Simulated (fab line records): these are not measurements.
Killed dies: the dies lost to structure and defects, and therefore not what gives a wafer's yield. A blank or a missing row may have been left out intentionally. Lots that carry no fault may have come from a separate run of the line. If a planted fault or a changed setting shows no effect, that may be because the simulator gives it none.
fab line records	flow sky130
record lots=13	wafers=39	lastDay=50
route steps=708 shown LDD_N@253 VIA4@642 PASSIVATION@682 PAD_OPEN@707
lots that met no fault: from a run of the same line without faults
startH: hours from the record's opening day to when the first of the lot's shown wafers began	waitH: how many hours have passed since the lot's step before this one	" the same as in the row above	L1.1+2: a row that stands for several wafers	- either no value or no given start	* or withheld: withheld	< > ~ a bound
route shown NAME@n: a module of which the file shows steps, and the number in the route of the first	usual: mean/standard deviation of fault-free wafers	same: alike in all rows	chamber/n: place in a boat	sites: each site's reading	_std_site: standard deviation across them	_edge_site: the outer-site mean with the inner-site mean subtracted	radiusMm: how far each site lies from the wafer's centre	mask NAME#n: copy n	behind: the most recent tool/chamber to have shaped the wafer	hold: why the lot went on hold/how many hours it stayed there/how the hold came to an end	device: whichever transistor did not switch (one of n, p or np)	end of line: the same wafers' tests at the end of the route	a step without rows: its recipe alone	killed: not the wafer's yield, but the dies lost to structure and defects at the first sort	map: a wafer's dies, marking killed ones x, the rest . and places with no die _
set.NAME: the setting as run; set.NAME@STEP: as run at that earlier step	model.NAME: the simulator's own value behind a step, which no gauge read
a sample of lots followed through the steps of the route, with each step as a table and each wafer as a row
services: when a tool's chamber went out of use (startH, in hours from the record's first day, below 0 if earlier), for how many hours, and the reason
## steps
# step SKY_LDD_N_STRIP_16
# recipe chemistry=O2/N2	powerW=1400	pressureMtorr=1500	platenTempC=withheld	o2FlowSccm=3000	n2FlowSccm=300	overashFraction=0.5
# usual drypumpMotorCurrentA=5.39/0.26	n2FlowSccm=300.0/0.81	oesProductAu=0.407/0.0041	stripTimeToEndpointS=4.317/0.015
# same overashFraction=0.5
lot.wafer	tool	chamber	startH	waitH	drypumpMotorCurrentA	n2FlowSccm	oesProductAu	rfHoursCounterH	stripTimeToEndpointS
L209.1	plasmaAsher-03	0	423.82	0.1	5.32	300.5	0.410	62	4.301
L209.2	"	1	"	"	5.26	300.6	0.401	62	4.305
L209.6	"	0	"	"	5.32	301.3	0.401	-	4.290
L211.2	plasmaAsher-03	0	439.17	0.1	5.29	300.1	0.408	64	4.335
L211.3	"	1	"	"	5.27	300.3	0.404	-	4.324
L211.6	"	1	"	"	5.28	300.7	0.414	-	4.324
L212.3	plasmaAsher-03	0	447.76	0.1	5.33	300.2	0.404	-	4.328
L212.5	"	1	"	"	5.26	300.4	0.403	-	4.336
L212.6	"	0	"	"	5.30	301.0	0.414	-	4.336
L213.1	plasmaAsher-01	1	467.18	0.1	5.31	300.2	0.408	33	4.309
L213.2	"	0	"	"	5.12	299.7	0.399	33	4.282
L213.6	"	1	"	"	5.30	301.3	0.403	-	4.284
L214.1	plasmaAsher-02	0	474.98	0.1	5.68	299.7	0.409	79	4.305
L214.4	"	1	"	"	5.94	298.7	0.410	-	4.323
L214.6	"	1	"	"	5.94	299.9	0.401	-	4.330
L217.1	plasmaAsher-03	0	493.98	0.1	5.30	298.5	0.403	69	4.305
L217.2	"	1	"	"	5.27	298.5	0.412	69	4.320
L217.5	"	1	"	"	5.28	299.6	0.404	-	4.323
L218.1	plasmaAsher-03	1	501.53	0.1	5.28	298.0	0.407	69	4.313
L218.3	"	0	"	"	5.32	300.4	0.408	-	4.320
L218.5	"	0	"	"	5.32	299.2	0.415	-	4.314
L220.3	plasmaAsher-03	0	516.66	0.1	5.31	298.6	0.409	-	4.309
L220.4	"	1	"	"	5.27	299.5	0.408	-	4.317
L220.6	"	1	"	"	5.24	299.9	0.406	-	4.324
L222.2	plasmaAsher-01	0	533.63	0.1	5.12	300.1	0.413	39	4.290
L222.5	"	1	"	"	5.28	299.5	0.406	-	4.337
L222.6	"	0	"	"	5.10	301.5	0.411	-	4.341
L223.1	plasmaAsher-02	1	533.67	0.1	5.92	299.1	0.403	85	4.302
L223.2	"	0	"	"	5.68	300.3	0.408	85	4.335
L223.3	"	1	"	"	5.92	299.5	0.417	-	4.343
L224.3	plasmaAsher-02	0	540.71	0.1	5.69	301.1	0.406	-	4.298
L224.4	"	1	"	"	5.91	299.6	0.410	-	4.309
L224.6	"	0	"	"	5.69	301.5	0.405	-	4.307
L228.1	plasmaAsher-02	1	574.03	0.1	5.96	299.2	0.403	87	4.320
L228.2	"	0	"	"	5.69	299.7	0.408	87	4.310
L228.4	"	0	"	"	5.69	300.1	0.409	-	4.339
L231.1	plasmaAsher-02	1	588.43	0.1	5.89	300.2	0.402	89	4.294
L231.2	"	0	"	"	5.70	300.3	0.406	89	4.316
L231.4	"	1	"	"	5.92	300.0	0.406	-	4.295
# step SKY_VIA4_BOW_MEAS_03
# recipe mode=bow
# usual VIA4_BOW=80/8
lot.wafer	tool	chamber	startH	waitH	VIA4_BOW[um]
L209.1	filmMetro-03	-	1001.07	0.1	78
L209.2	"	-	"	"	79
L209.6	"	-	"	"	88
L211.2	filmMetro-03	-	1017.17	0.1	81
L211.3	"	-	"	"	83
L211.6	"	-	"	"	89
L212.3	filmMetro-02	-	1023.70	0.2	79
L212.5	"	-	"	"	82
L212.6	"	-	"	"	85
L213.1	filmMetro-03	-	1041.31	0.2	87
L213.2	"	-	"	"	87
L213.6	"	-	"	"	91
L214.1	filmMetro-01	-	1045.30	0.2	73
L214.4	"	-	"	"	72
L214.6	"	-	"	"	70
L217.1	filmMetro-03	-	1067.60	0.1	90
L217.2	"	-	"	"	85
L217.5	"	-	"	"	80
L218.1	filmMetro-01	-	1068.00	0.2	76
L218.3	"	-	"	"	84
L218.5	"	-	"	"	69
L220.3	filmMetro-01	-	1075.61	0.2	87
L220.4	"	-	"	"	92
L220.6	"	-	"	"	79
L223.1	filmMetro-01	-	1093.49	0.1	89
L223.2	"	-	"	"	83
L223.3	"	-	"	"	75
L222.2	filmMetro-02	-	1093.96	0.2	76
L222.5	"	-	"	"	84
L222.6	"	-	"	"	76
L224.3	filmMetro-02	-	1094.96	0.2	74
L224.4	"	-	"	"	79
L224.6	"	-	"	"	78
L228.1	filmMetro-02	-	1118.30	0.1	71
L228.2	"	-	"	"	66
L228.4	"	-	"	"	85
L231.1	filmMetro-01	-	1133.14	0.2	84
L231.2	"	-	"	"	86
L231.4	"	-	"	"	72
# step SKY_PASSIVATION_THK_MEAS_01
# recipe reads=SiO2_of_PASSIVATION_CVD_00
# usual PASSIVATION_CVD_00_THK=90.3/1.1
lot.wafer	tool	chamber	startH	waitH	PASSIVATION_CVD_00_THK[nm]
L209.1	filmMetro-03	-	1051.37	-	90.3
L209.2	"	-	"	"	90.0
L209.6	"	-	"	"	91.3
L211.2	filmMetro-02	-	1066.77	-	92.0
L211.3	"	-	"	"	90.4
L211.6	"	-	"	"	93.0
L212.3	filmMetro-03	-	1072.54	-	89.2
L212.5	"	-	"	"	89.7
L212.6	"	-	"	"	90.2
L213.1	filmMetro-04	-	1087.33	-	88.6
L213.2	"	-	"	"	88.8
L213.6	"	-	"	"	90.3
L214.1	filmMetro-03	-	1091.98	-	90.3
L214.4	"	-	"	"	92.4
L214.6	"	-	"	"	90.2
L217.1	filmMetro-04	-	1113.34	-	89.5
L217.2	"	-	"	"	88.7
L217.5	"	-	"	"	90.3
L218.1	filmMetro-04	-	1113.94	-	89.4
L218.3	"	-	"	"	89.3
L218.5	"	-	"	"	89.8
L220.3	filmMetro-03	-	1121.02	-	90.2
L220.4	"	-	"	"	89.9
L220.6	"	-	"	"	90.5
L223.1	filmMetro-03	-	1136.73	-	89.4
L223.2	"	-	"	"	92.3
L223.3	"	-	"	"	90.8
L222.2	filmMetro-04	-	1137.43	-	89.4
L222.5	"	-	"	"	90.9
L222.6	"	-	"	"	91.0
L224.3	filmMetro-02	-	1138.00	-	90.0
L224.4	"	-	"	"	89.4
L224.6	"	-	"	"	90.7
L228.1	filmMetro-03	-	1160.27	-	90.0
L228.2	"	-	"	"	90.1
L228.4	"	-	"	"	91.3
L231.1	filmMetro-02	-	1173.36	-	89.2
L231.2	"	-	"	"	89.5
L231.4	"	-	"	"	89.7
# step SKY_PAD_OPEN_BOW_MEAS_13
# recipe mode=bow
# usual PAD_OPEN_BOW=47/8.4
lot.wafer	tool	chamber	startH	waitH	PAD_OPEN_BOW[um]
L209.1	filmMetro-02	-	1097.93	-	39
L209.2	"	-	"	"	41
L209.6	"	-	"	"	50
L211.2	filmMetro-04	-	1112.13	-	45
L211.3	"	-	"	"	47
L211.6	"	-	"	"	53
L212.3	filmMetro-02	-	1117.07	-	54
L212.5	"	-	"	"	58
L212.6	"	-	"	"	60
L213.1	filmMetro-01	-	1130.27	-	53
L213.2	"	-	"	"	52
L213.6	"	-	"	"	56
L214.1	filmMetro-01	-	1134.89	-	38
L214.4	"	-	"	"	35
L214.6	"	-	"	"	34
L217.1	filmMetro-04	-	1154.98	-	56
L217.2	"	-	"	"	49
L217.5	"	-	"	"	44
L218.1	filmMetro-01	-	1155.98	-	45
L218.3	"	-	"	"	52
L218.5	"	-	"	"	40
L220.3	filmMetro-01	-	1162.73	-	53
L220.4	"	-	"	"	58
L220.6	"	-	"	"	43
L223.1	filmMetro-01	-	1176.55	-	51
L223.2	"	-	"	"	45
L223.3	"	-	"	"	38
L222.2	filmMetro-01	-	1178.44	-	43
L222.5	"	-	"	"	53
L222.6	"	-	"	"	43
L224.3	filmMetro-02	-	1178.46	-	48
L224.4	"	-	"	"	52
L224.6	"	-	"	"	49
L228.1	filmMetro-01	-	1196.29	-	41
L228.2	"	-	"	"	33
L228.4	"	-	"	"	54
L231.1	filmMetro-01	-	1208.60	-	52
L231.2	"	-	"	"	55
L231.4	"	-	"	"	40
# step SKY_PAD_OPEN_PROBE_99
# usual killed_at_M0_to_M3=42/6.7	killed_at_M4_up=3.0/1.9	killedAtContacts=24/5.3	killedAtFrontEnd=16/4.3	killedAtOther=0.4/0.71	killedDies=85/9.6	killedOpen=46/6.5	killedShort=39/6.7
# same grossDies=492	killedAtBackSide=0
lot.wafer	tool	chamber	startH	waitH	killed_at_M0_to_M3	killed_at_M4_up	killedAtContacts	killedAtFrontEnd	killedAtOther	killedDies	killedOpen	killedShort
L211.2	prober-02	-	1112.28	0.1	54	2	26	11	0	93	52	41
L211.3	prober-02	-	1112.33	0.2	43	2	19	11	0	75	38	36
L211.6	prober-02	-	1112.48	0.2	41	5	22	12	0	80	38	41
L214.1	prober-01	-	1135.01	0.1	48	1	17	16	0	82	42	40
L214.4	prober-01	-	1135.16	0.2	46	2	17	21	0	86	43	43
L214.6	prober-01	-	1135.26	0.2	40	2	27	12	0	81	42	39
L228.1	prober-01	-	1196.41	0.1	43	2	24	71	1	141	35	42
L228.2	prober-01	-	1196.46	0.1	36	1	19	76	0	132	42	30
L228.4	prober-01	-	1196.56	0.2	40	1	21	67	1	130	40	31
L231.1	prober-02	-	1208.72	0.1	34	0	18	79	0	131	35	34
L231.2	prober-02	-	1208.77	0.1	33	1	14	71	0	119	38	24
L231.4	prober-02	-	1208.87	0.2	33	3	19	77	1	133	42	26
# killed by level:class
L211.2 VIA1:geometricParticle:open=11 VIA2:geometricParticle:open=10 CONTACT:geometricParticle:open=8 FIELD_ISO:geometricParticle:open=6 METAL2:geometricParticle:short=6 VIA1:geometricParticle:short=5 LI_CONTACT:geometricParticle:open=5 CONTACT:geometricParticle:short=5
L211.3 METAL1:geometricParticle:short=9 VIA2:geometricParticle:open=8 CONTACT:geometricParticle:open=6 VIA1:geometricParticle:open=6 LI_CONTACT:geometricParticle:open=5 LOCAL_INTERCONNECT:geometricParticle:short=4 VIA1:geometricParticle:short=4 METAL3:geometricParticle:short=4
L211.6 CONTACT:geometricParticle:open=8 METAL2:geometricParticle:short=7 VIA2:geometricParticle:open=6 VIA1:geometricParticle:open=6 LOCAL_INTERCONNECT:geometricParticle:short=5 METAL1:geometricParticle:short=5 METAL4:geometricParticle:short=4 LI_CONTACT:geometricParticle:open=4
L214.1 VIA1:geometricParticle:open=10 METAL1:geometricParticle:short=8 VIA3:geometricParticle:open=7 VIA2:geometricParticle:open=6 METAL2:geometricParticle:short=6 LI_CONTACT:geometricParticle:open=5 POLY_GATE:geometricParticle:short=4 VIA1:geometricParticle:short=4
L214.4 VIA1:geometricParticle:open=11 METAL2:geometricParticle:short=7 VIA1:geometricParticle:short=7 CONTACT:geometricParticle:open=6 VIA2:geometricParticle:open=6 POLY_GATE:geometricParticle:short=5 LI_CONTACT:geometricParticle:open=4 METAL1:geometricParticle:short=4
L214.6 LI_CONTACT:geometricParticle:open=12 CONTACT:geometricParticle:open=8 VIA1:geometricParticle:open=7 VIA1:geometricParticle:short=6 METAL2:geometricParticle:short=6 VIA3:geometricParticle:short=6 VIA2:geometricParticle:short=4 VIA2:geometricParticle:open=4
L228.1 LDD_N:unspecified=63 VIA1:geometricParticle:open=10 LOCAL_INTERCONNECT:geometricParticle:short=7 VIA1:geometricParticle:short=7 LI_CONTACT:geometricParticle:open=6 CONTACT:geometricParticle:short=6 METAL2:geometricParticle:short=6 VIA3:geometricParticle:open=6
L228.2 LDD_N:unspecified=60 CONTACT:geometricParticle:open=11 FIELD_ISO:geometricParticle:open=6 VIA2:geometricParticle:open=6 VIA1:geometricParticle:short=6 FIELD_ISO:geometricParticle:short=5 VIA3:geometricParticle:open=5 LI_CONTACT:geometricParticle:open=4
L228.4 LDD_N:unspecified=59 VIA3:geometricParticle:open=9 VIA1:geometricParticle:short=8 CONTACT:geometricParticle:open=7 VIA1:geometricParticle:open=6 VIA2:geometricParticle:open=6 LI_CONTACT:geometricParticle:open=5 CONTACT:geometricParticle:short=5
L231.1 LDD_N:unspecified=62 VIA1:geometricParticle:open=9 FIELD_ISO:geometricParticle:short=7 VIA2:geometricParticle:open=6 CONTACT:geometricParticle:open=5 FIELD_ISO:geometricParticle:open=4 LI_CONTACT:geometricParticle:short=4 LOCAL_INTERCONNECT:geometricParticle:short=4
L231.2 LDD_N:unspecified=57 VIA1:geometricParticle:open=8 LI_CONTACT:geometricParticle:open=6 VIA1:geometricParticle:short=6 FIELD_ISO:geometricParticle:open=4 METAL1:geometricParticle:short=4 VIA2:geometricParticle:open=3 POLY_GATE:geometricParticle:short=3
L231.4 LDD_N:unspecified=65 CONTACT:geometricParticle:open=9 VIA3:geometricParticle:open=7 LI_CONTACT:geometricParticle:open=5 METAL1:geometricParticle:short=5 FIELD_ISO:geometricParticle:open=4 METAL1:geometricParticle:open=4 VIA1:geometricParticle:open=4
## services
tool	chamber	startH	hours	kind
plasmaAsher-03	-	419.40	2.6	repair
plasmaAsher-03	-	467.60	10.3	repair
plasmaAsher-03	-	529.88	22.8	pm
plasmaAsher-02	-	545.50	14.6	pm
## key
firstSign step=SKY_PAD_OPEN_PROBE_99	reading=killedAtFrontEnd	direction=up	sigmas=13	usual=16	struck=74
effect step=SKY_PAD_OPEN_PROBE_99	reading=killedDies	direction=up	sigmas=4.7	usual=85	struck=131
metAt SKY_LDD_N_STRIP_16
struckLots L228,L231
testerLeftOut L228,L231
notActingAt SKY_VIA4_BOW_MEAS_03,SKY_PASSIVATION_THK_MEAS_01,SKY_PAD_OPEN_BOW_MEAS_13
onsetBetween 540.71 574.03
alsoFits time
fault kind=chamberParticleSource	tool=plasmaAsher-02	chamber=-	onsetH=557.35	steps=SKY_LDD_N_STRIP_16	ratePerVisitCm2=1.2259	endH=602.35
# testerLeftOut: of these lots the tester's yield and bins aren't shown, on N5 and GAA mostly nor the transistor test; their killed dies are dies lost to structure and defects alone, not to doping, threshold or leakage, so they don't give the yield
